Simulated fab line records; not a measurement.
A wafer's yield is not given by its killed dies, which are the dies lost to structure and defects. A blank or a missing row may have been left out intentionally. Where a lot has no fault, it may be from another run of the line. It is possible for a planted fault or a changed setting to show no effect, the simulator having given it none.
Which tool did it? ; flow sky130 ; 18 wafers from 6 lots sampled at 2 of the route's 708 steps

== WHAT THE GAUGES SHOWED, per wafer ==
SKY_NWELL_OVL_MEAS_23.
lot;measured;on;NWELL_01_OVL (nm)
L385;day 5 10:53;overlay-01;-1.0 0.5 0.8
L387;day 6 01:19;overlay-01;-1.1 0.2 1.4
L389;day 6 11:07;overlay-02;1.3 1.8 0.9
L393;day 7 13:55;overlay-02;187.8 187.9 186.5
L396;day 8 09:34;overlay-01;187.1 189.3 188.9
L403;day 10 05:16;overlay-01;0.7 -1.0 0.7

== WHAT TOOL EACH LOT RAN ON (gives the tool, then ch and the chambers of the sampled wafers, and finally the start) ==
lot;SKY_NWELL_EXPOSE_20
L385;ilineStepper-02 ch 0, day 5 02:29
L387;ilineStepper-02 ch 0, day 5 16:35
L389;ilineStepper-01 ch 0, day 6 02:06
L393;ilineStepper-01 ch 0, day 7 04:08
L396;ilineStepper-01 ch 0, day 7 23:48
L403;ilineStepper-02 ch 0, day 9 18:11
- SKY_NWELL_EXPOSE_20: exposes mask NWM COMPLEMENT, target cd 840 nm.

== THE ANSWER, worked out from the rows above alone ==
Rule: what is usual is taken from the lots themselves. The widest of any qualifying gaps counts: lots, ordered by their means at a reading, are off when they make up no more than a third of the lots, leave a main group of 4 or more, and stand apart from it by 3 or more times the standard deviation of that group's means. A main group is skipped when, at the precision printed for the reading in the tables above, its means are all equal. A lot without any number at a reading at which 4 lots or more have one is off too. Any other lot the step has rows for is counted as sound.
Off: L393, L396, seen at SKY_NWELL_OVL_MEAS_23 (NWELL_01_OVL). Main group: mean 0.4 nm, sd 0.52.
If a tool, at a process step before that reading, ran all the lots that are off and no sound lot after the first of them, it fits. Gauges at SKY_NWELL_OVL_MEAS_23: tried the same way as those tools. One fits: SKY_NWELL_EXPOSE_20 on ilineStepper-01. A fault onset in the window from L389 (day 6 02:06, its last sound lot) to L393 (day 7 04:08, its first lot off) fits.

== WHAT THE SIMULATOR HAD PUT IN ==
Scanner matching overlay: ilineStepper-01, from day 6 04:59 on, at SKY_NWELL_EXPOSE_20. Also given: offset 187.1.
Shown lots that were struck: L393, L396. The rule given above showed the same thing.
